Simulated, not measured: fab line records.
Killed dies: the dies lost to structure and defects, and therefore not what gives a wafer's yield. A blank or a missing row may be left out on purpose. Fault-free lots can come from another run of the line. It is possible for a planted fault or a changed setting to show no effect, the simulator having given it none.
Matching of chambers -- flow gf180mcu -- pecvd-01 running GF_MIM_CVD_05: 3 sister chambers
The step deposits Si3N4, target thk 42 nm, time 29.086 s. 14 wafers are shown with their chamber, then 7 later ones without.

## WAFERS, EACH WITH ITS CHAMBER
wafer,chamber,heater_power_w (W)
L816.2,2,717
L816.3,1,732
L816.5,1,727
L822.1,1,708
L822.3,0,687
L822.4,0,678
L823.1,2,674
L823.3,0,579
L823.5,2,711
L824.4,0,669
L824.5,1,702
L824.6,2,706
L827.1,0,622
L827.2,1,734

SIGNATURES (averages over the wafers above)
reading,chamber 0,chamber 1,chamber 2,scatter within a chamber
heater_power_w,647.00,720.60,702.00,30.5
Rule: for a wafer and a chamber, the distance is found by dividing, reading by reading, the gap between the wafer's reading and the chamber's mean by the reading's scatter, squaring, summing and taking the root. If the next closest chamber is less than 2 further off than the closest, the wafer can't be placed; otherwise it belongs to the closest. The scatter: the root of (the sum of the squares of (reading less its chamber's mean) over the shown wafers, divided by (wafers less chambers)).

## WAFERS MISSING THEIR CHAMBER
wafer,heater_power_w (W)
L827.3,759
L829.3,781
L829.4,792
L829.6,639
L831.3,732
L831.4,749
L831.6,697

## THE CHAMBER EACH PASSED THROUGH
wafer,from the rows above,in truth
L827.3,can't be placed: 1 or 2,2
L829.3,can't be placed: 1 or 2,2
L829.4,can't be placed: 1 or 2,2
L829.6,can't be placed: 0 or 2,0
L831.3,can't be placed: 1 or 2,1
L831.4,can't be placed: 1 or 2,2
L831.6,can't be placed: 2 or 1 or 0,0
Placed correctly: 0 of 7. Cannot be placed on the basis of these rows: 7; the candidates contain the true chamber in 7. Placed wrongly: 0.
